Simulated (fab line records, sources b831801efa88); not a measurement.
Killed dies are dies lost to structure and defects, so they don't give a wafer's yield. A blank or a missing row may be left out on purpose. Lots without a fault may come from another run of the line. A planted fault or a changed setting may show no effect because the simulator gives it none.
Which tool did it? | flow gf180mcu | 13 lots, 39 wafers sampled, at 4 steps of a route of 602

WHAT THE GAUGES READ, wafer by wafer
GF_V2_THK_MEAS_03. Usual: V2_CVD_02_THK 855 nm, standard deviation 12.
lot  | measured     | on            | V2_CVD_02_THK (nm) | flag
L925 | day 20 02:11 | film_metro-02 | 848 844 861        |
L926 | day 20 09:18 | film_metro-03 | 861 868 876        |
L927 | day 20 20:28 | film_metro-03 | 839 862 862        |
L928 | day 20 21:15 | film_metro-02 | 862 867 863        |
L931 | day 21 13:18 | film_metro-03 | 855 842 850        |
L937 | day 23 23:55 | film_metro-02 | 853 857 866        |
L938 | day 24 01:17 | film_metro-03 | 845 824 848        |
L939 | day 24 02:44 | film_metro-01 | 862 863 874        |
L942 | day 25 07:39 | film_metro-03 | 843 851 858        |
L944 | day 25 17:56 | film_metro-03 | 856 845 863        |
L946 | day 26 07:23 | film_metro-03 | 828 847 855        |
L947 | day 26 15:03 | film_metro-03 | 840 865 873        |
L948 | day 26 20:25 | film_metro-02 | 863 872 851        |

GF_V2_RS_MEAS_24: measures by four-point-probe. Usual: V2_W_RS 0.323 ohm/sq, standard deviation 0.0055.
lot  | measured     | on            | V2_W_RS (ohm/sq)  | flag
L925 | day 21 03:58 | film_metro-03 | 0.337 0.332 0.324 |
L926 | day 21 11:07 | film_metro-02 | 0.324 0.324 0.321 |
L927 | day 21 22:05 | film_metro-02 | 0.328 0.320 0.315 |
L928 | day 21 22:44 | film_metro-03 | 0.330 0.322 0.333 |
L931 | day 22 15:43 | film_metro-02 | 0.332 0.318 0.316 |
L937 | day 24 23:16 | film_metro-01 | 0.330 0.303 0.331 |
L938 | day 25 00:14 | film_metro-03 | 0.318 0.319 0.319 |
L939 | day 25 01:01 | film_metro-03 | 0.301 0.325 0.298 |
L942 | day 26 06:43 | film_metro-03 | 0.321 0.327 0.323 |
L944 | day 26 16:27 | film_metro-02 | 0.320 0.324 0.317 |
L946 | day 27 05:02 | film_metro-03 | 0.319 0.316 0.321 |
L947 | day 27 13:02 | film_metro-02 | 0.319 0.325 0.324 |
L948 | day 27 17:43 | film_metro-03 | 0.310 0.318 0.313 |

GF_V2_THK_MEAS_25: measures by xrf. Usual: V2_W_THK 350 nm, standard deviation 7.1.
lot  | measured     | on            | V2_W_THK (nm) | flag
L925 | day 21 04:05 | film_metro-03 | 338 343 351   |
L926 | day 21 11:14 | film_metro-02 | 349 348 352   |
L927 | day 21 22:11 | film_metro-02 | 347 355 360   |
L928 | day 21 22:51 | film_metro-03 | 344 354 339   |
L931 | day 22 15:50 | film_metro-02 | 340 353 353   |
L937 | day 24 23:23 | film_metro-01 | 336 364 335   |
L938 | day 25 00:20 | film_metro-03 | 358 357 357   |
L939 | day 25 01:08 | film_metro-03 | 377 351 380   |
L942 | day 26 06:49 | film_metro-03 | 358 351 354   |
L944 | day 26 16:34 | film_metro-02 | 354 351 356   |
L946 | day 27 05:08 | film_metro-03 | 353 356 355   |
L947 | day 27 13:09 | film_metro-02 | 354 352 354   |
L948 | day 27 17:49 | film_metro-03 | 364 354 362   |

WHICH TOOL RAN EACH LOT (tool, then ch and the chambers of the sampled wafers, then the start)
lot  | GF_V2_CVD_23
L925 | cvd_w-01 ch 0,1, day 21 03:52
L926 | cvd_w-02 ch 0,1, day 21 10:59
L927 | cvd_w-01 ch 0,1, day 21 21:59
L928 | cvd_w-01 ch 0,1, day 21 22:37
L931 | cvd_w-01 ch 0,1, day 22 15:36
L937 | cvd_w-01 ch 0,1, day 24 23:09
L938 | cvd_w-02 ch 0,1, day 25 00:06
L939 | cvd_w-01 ch 0,1, day 25 00:54
L942 | cvd_w-02 ch 0,1, day 26 06:35
L944 | cvd_w-02 ch 0,1, day 26 16:20
L946 | cvd_w-02 ch 0,1, day 27 04:54
L947 | cvd_w-02 ch 0,1, day 27 12:55
L948 | cvd_w-01 ch 0,1, day 27 17:35
- GF_V2_CVD_23: deposits W, target thk 350 nm, time 104.94 s.

WHAT THE TOOLS THEMSELVES READ (means of the sampled wafers that have a number; where no wafer has one, the mark that the record gives instead)
GF_V2_CVD_23. Usual: chamber_pressure_Torr 39.99 Torr, standard deviation 0.088; heater_power_w 811 W, standard deviation 100.
lot  | tool     | chamber_pressure_Torr (Torr) | heater_power_w (W) | flag
L925 | cvd_w-01 | 39.96                        | 779                |
L926 | cvd_w-02 | 39.99                        | 781                |
L927 | cvd_w-01 | 40.00                        | 857                |
L928 | cvd_w-01 | 40.01                        | 767                |
L931 | cvd_w-01 | 39.99                        | 852                |
L937 | cvd_w-01 | 41.68                        | 779                | OFF
L938 | cvd_w-02 | 39.98                        | 844                |
L939 | cvd_w-01 | 43.46                        | 849                | OFF
L942 | cvd_w-02 | 40.05                        | 841                |
L944 | cvd_w-02 | 39.89                        | 843                |
L946 | cvd_w-02 | 40.00                        | 848                |
L947 | cvd_w-02 | 40.00                        | 849                |
L948 | cvd_w-01 | 40.03                        | 783                |

THE ANSWER, worked out from the rows above alone
Rule: a lot is off if the mean of its wafers that have a number lies more than 3 standard deviations from the usual mean. A lot without any number at a reading at which 4 lots or more have one is off too. The other lots that the step has rows for count as sound. The gauges are gone through in route order, then the tools' own readings, and for those a lot's mean is taken as printed above. The first step at which some lot is off is used, and at that step the reading that is off furthest; a lot without a number counts as furthest.
Off: L937, L939, at GF_V2_CVD_23 (chamber_pressure_Torr).
A tool fits if, at that step or a process step before it, it ran every lot that is off, and no sound lot after the first of them. None of those tried fits.

WHAT THE SIMULATOR HAD PUT IN
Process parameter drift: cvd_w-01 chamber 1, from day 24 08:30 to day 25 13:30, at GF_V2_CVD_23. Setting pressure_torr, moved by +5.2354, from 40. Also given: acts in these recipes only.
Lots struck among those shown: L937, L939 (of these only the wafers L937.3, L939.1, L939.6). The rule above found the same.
